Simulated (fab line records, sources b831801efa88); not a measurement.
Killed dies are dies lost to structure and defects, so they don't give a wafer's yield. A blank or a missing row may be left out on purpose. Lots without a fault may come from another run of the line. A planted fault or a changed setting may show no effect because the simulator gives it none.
Which tool did it? | flow gf180mcu | 13 lots, 39 wafers sampled, at 5 steps of a route of 602

WHAT THE GAUGES READ, wafer by wafer
GF_NWELL_OVL_MEAS_07. Usual: NWELL_OVL -0.6 nm, standard deviation 1.7.
lot  | measured    | on         | NWELL_OVL (nm) | flag
L674 | day 3 08:13 | overlay-01 | 1.0 -0.5 -0.1  |
L675 | day 3 15:38 | overlay-02 | 0.5 -2.0 -1.4  |
L676 | day 3 20:13 | overlay-02 | 0.4 -0.6 -1.1  |
L677 | day 4 00:12 | overlay-01 | 2.8 0.9 2.5    |
L679 | day 4 09:20 | overlay-02 | -1.4 -1.1 -0.3 |
L680 | day 4 16:34 | overlay-01 | -1.5 -0.4 0.9  |
L684 | day 5 13:22 | overlay-02 | -2.3 -3.7 -4.2 |
L686 | day 6 00:19 | overlay-01 | -1.0 0.1 -1.9  |
L687 | day 6 06:16 | overlay-02 | -4.1 -2.9 -3.0 |
L690 | day 6 21:34 | overlay-02 | 1.1 1.2 3.2    |
L691 | day 7 03:31 | overlay-01 | 1.4 1.9 1.3    |
L692 | day 7 13:56 | overlay-02 | 1.2 0.7 1.5    |
L695 | day 8 09:22 | overlay-02 | -3.1 -3.3 -3.9 |

GF_VT_IMPLANT_RS_MEAS_49: measures by four-point-probe. Usual: MVPSD_RS 1169 ohm/sq, standard deviation 3.2.
lot  | measured     | on            | MVPSD_RS (ohm/sq) | flag
L674 | day 7 13:08  | film_metro-03 | 1171 1169 1167    |
L675 | day 7 21:11  | film_metro-04 | 1169 1173 1170    |
L676 | day 8 03:22  | film_metro-01 | 1169 1169 1169    |
L677 | day 8 10:33  | film_metro-03 | 1171 1170 1170    |
L679 | day 8 22:13  | film_metro-01 | 1170 1170 1172    |
L680 | day 9 07:10  | film_metro-01 | 1171 1168 1165    |
L684 | day 10 10:18 | film_metro-01 | 1166 1166 1172    |
L686 | day 10 22:52 | film_metro-01 | - - -             | OFF
L687 | day 11 05:37 | film_metro-03 | - - -             | OFF
L690 | day 12 01:02 | film_metro-01 | 1172 1169 1171    |
L691 | day 12 10:46 | film_metro-03 | 1164 1164 1164    |
L692 | day 12 22:20 | film_metro-03 | 1168 1170 1171    |
L695 | day 13 20:25 | film_metro-01 | 1176 1170 1174    |

WHICH TOOL RAN EACH LOT (tool, then ch and the chambers of the sampled wafers, then the start)
lot  | GF_MVSD_STRIP_10                    | GF_MVPSD_IMPLANT_09             | GF_MVPSD_STRIP_10
L674 | plasma_asher-02 ch 0,1, day 4 10:28 | implanter-04 ch 0, day 5 00:38  | plasma_asher-02 ch 0,1, day 5 00:47
L675 | plasma_asher-02 ch 0,1, day 4 18:38 | implanter-02 ch 0, day 5 09:04  | plasma_asher-02 ch 0,1, day 5 09:13
L676 | plasma_asher-02 ch 0,1, day 4 22:54 | implanter-02 ch 0, day 5 12:47  | plasma_asher-04 ch 0, day 5 12:56
L677 | plasma_asher-02 ch 0,1, day 5 04:29 | implanter-01 ch 0, day 5 18:39  | plasma_asher-03 ch 0,1, day 5 18:46
L679 | plasma_asher-01 ch 0,1, day 5 14:19 | implanter-02 ch 0, day 6 05:12  | plasma_asher-02 ch 0,1, day 6 05:21
L680 | plasma_asher-01 ch 0,1, day 5 21:35 | implanter-02 ch 0, day 6 12:56  | plasma_asher-02 ch 0,1, day 6 13:05
L684 | plasma_asher-03 ch 0,1, day 6 19:39 | implanter-01 ch 0, day 7 11:33  | plasma_asher-04 ch 0,1, day 7 11:42
L686 | plasma_asher-03 ch 0,1, day 7 07:32 | implanter-01 ch 0, day 7 23:53  | plasma_asher-04 ch 0,1, day 8 00:02
L687 | plasma_asher-03 ch 0,1, day 7 13:11 | implanter-01 ch 0, day 8 05:16  | plasma_asher-02 ch 0,1, day 8 05:25
L690 | plasma_asher-01 ch 0,1, day 8 05:38 | implanter-04 ch 0, day 8 23:04  | plasma_asher-03 ch 0,1, day 8 23:13
L691 | plasma_asher-02 ch 0,1, day 8 13:15 | implanter-04 ch 0, day 9 06:37  | plasma_asher-02 ch 0,1, day 9 06:45
L692 | plasma_asher-02 ch 0,1, day 9 00:14 | implanter-02 ch 0, day 9 17:58  | plasma_asher-03 ch 0,1, day 9 18:07
L695 | plasma_asher-03 ch 0,1, day 9 21:10 | implanter-04 ch 0, day 10 14:06 | plasma_asher-03 ch 0, day 10 14:14
- GF_MVSD_STRIP_10: strips in O2/N2.
- GF_MVPSD_IMPLANT_09
- GF_MVPSD_STRIP_10: strips in O2/N2.

WHAT THE TOOLS THEMSELVES READ (means of the sampled wafers that have a number; where no wafer has one, the mark that the record gives instead)
GF_MVSD_STRIP_10. Usual: drypump_motor_current_A 5.86 A, standard deviation 0.2; heater_power_w 342 W, standard deviation 18; oes_product_au 0.723 a.u., standard deviation 0.0049; strip_time_to_endpoint_s 37.02 s, standard deviation 0.11.
lot  | tool            | drypump_motor_current_A (A) | heater_power_w (W) | oes_product_au (a.u.) | strip_time_to_endpoint_s (s) | flag
L674 | plasma_asher-02 | 6.01                        | 357                | 0.722                 | 37.03                        |
L675 | plasma_asher-02 | 6.01                        | 362                | 0.717                 | 36.82                        |
L676 | plasma_asher-02 | 6.02                        | 358                | 0.720                 | 36.99                        |
L677 | plasma_asher-02 | 5.91                        | 340                | 0.722                 | 37.17                        |
L679 | plasma_asher-01 | 5.86                        | 335                | 0.722                 | 37.00                        |
L680 | plasma_asher-01 | 5.72                        | 337                | 0.726                 | 36.92                        |
L684 | plasma_asher-03 | 5.67                        | 329                | 0.723                 | 37.09                        |
L686 | plasma_asher-03 | 5.74                        | 332                | 0.725                 | 37.05                        |
L687 | plasma_asher-03 | 5.75                        | 340                | 0.722                 | 36.92                        |
L690 | plasma_asher-01 | 5.85                        | 338                | 0.722                 | 36.90                        |
L691 | plasma_asher-02 | 6.03                        | 355                | 0.719                 | 37.12                        |
L692 | plasma_asher-02 | 5.91                        | 341                | 0.726                 | 37.04                        |
L695 | plasma_asher-03 | 5.75                        | 334                | 0.722                 | 37.05                        |

GF_MVPSD_IMPLANT_09. Usual: tilt_deg -0.003 degrees, standard deviation 0.02.
lot  | tool         | tilt_deg (degrees) | flag
L674 | implanter-04 | -0.013             |
L675 | implanter-02 | -0.014             |
L676 | implanter-02 | 0.015              |
L677 | implanter-01 | 0.002              |
L679 | implanter-02 | 0.003              |
L680 | implanter-02 | -0.011             |
L684 | implanter-01 | -0.026             |
L686 | implanter-01 | 9.703              | OFF
L687 | implanter-01 | 9.697              | OFF
L690 | implanter-04 | -0.019             |
L691 | implanter-04 | 0.016              |
L692 | implanter-02 | -0.031             |
L695 | implanter-04 | -0.036             |

GF_MVPSD_STRIP_10. Usual: drypump_motor_current_A 5.82 A, standard deviation 0.21; heater_power_w 346 W, standard deviation 17; oes_product_au 0.722 a.u., standard deviation 0.0046; strip_time_to_endpoint_s 37.02 s, standard deviation 0.12.
lot  | tool            | drypump_motor_current_A (A) | heater_power_w (W) | oes_product_au (a.u.) | strip_time_to_endpoint_s (s) | flag
L674 | plasma_asher-02 | 5.91                        | 338                | 0.720                 | 37.15                        |
L675 | plasma_asher-02 | 6.02                        | 360                | 0.725                 | 36.85                        |
L676 | plasma_asher-04 | 5.94                        | 366                | 0.719                 | 36.94                        |
L677 | plasma_asher-03 | 5.77                        | 339                | 0.720                 | 36.87                        |
L679 | plasma_asher-02 | 5.91                        | 341                | 0.719                 | 36.94                        |
L680 | plasma_asher-02 | 5.91                        | 340                | 0.724                 | 36.93                        |
L684 | plasma_asher-04 | 5.81                        | 358                | 0.720                 | 36.91                        |
L686 | plasma_asher-04 | 5.79                        | 358                | 0.727                 | 37.08                        |
L687 | plasma_asher-02 | 5.92                        | 341                | 0.717                 | 37.02                        |
L690 | plasma_asher-03 | 5.72                        | 328                | 0.718                 | 37.21                        |
L691 | plasma_asher-02 | 6.00                        | 352                | 0.725                 | 37.07                        |
L692 | plasma_asher-03 | 5.67                        | 327                | 0.727                 | 36.93                        |
L695 | plasma_asher-03 | 5.85                        | 343                | 0.722                 | 37.00                        |

THE ANSWER, worked out from the rows above alone
Rule: a lot is off if the mean of its wafers that have a number lies more than 3 standard deviations from the usual mean. A lot without any number at a reading at which 4 lots or more have one is off too. The other lots that the step has rows for count as sound. The gauges are gone through in route order, then the tools' own readings, and for those a lot's mean is taken as printed above. The first step at which some lot is off is used, and at that step the reading that is off furthest; a lot without a number counts as furthest.
Off: L686, L687, at GF_VT_IMPLANT_RS_MEAS_49 (MVPSD_RS). Without a number there: L686, L687.
A tool fits if, at a process step before that reading, it ran every lot that is off, and no sound lot after the first of them. The gauges at GF_VT_IMPLANT_RS_MEAS_49 aren't tried: what is off there is off at GF_MVPSD_IMPLANT_09 too, on other tools, and a gauge's error can't cause that. One fits: implanter-01 at GF_MVPSD_IMPLANT_09. Its last sound lot is L684 (day 7 11:33), its first lot that is off L686 (day 7 23:53): a fault that began between those two fits.
The tool's own readings at GF_MVPSD_IMPLANT_09 bear it out: on the lots that are off they differ by more than 5 times the standard deviation of the sound lots' means. tilt_deg reads 9.700 degrees there against -0.010 degrees on the sound lots.

WHAT THE SIMULATOR HAD PUT IN
Process parameter drift: implanter-01, from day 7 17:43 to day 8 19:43, at GF_MVPSD_IMPLANT_09. Setting tilt_deg, moved by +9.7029, from 0. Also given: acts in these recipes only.
Lots struck among those shown: L686, L687. The rule above found the same.
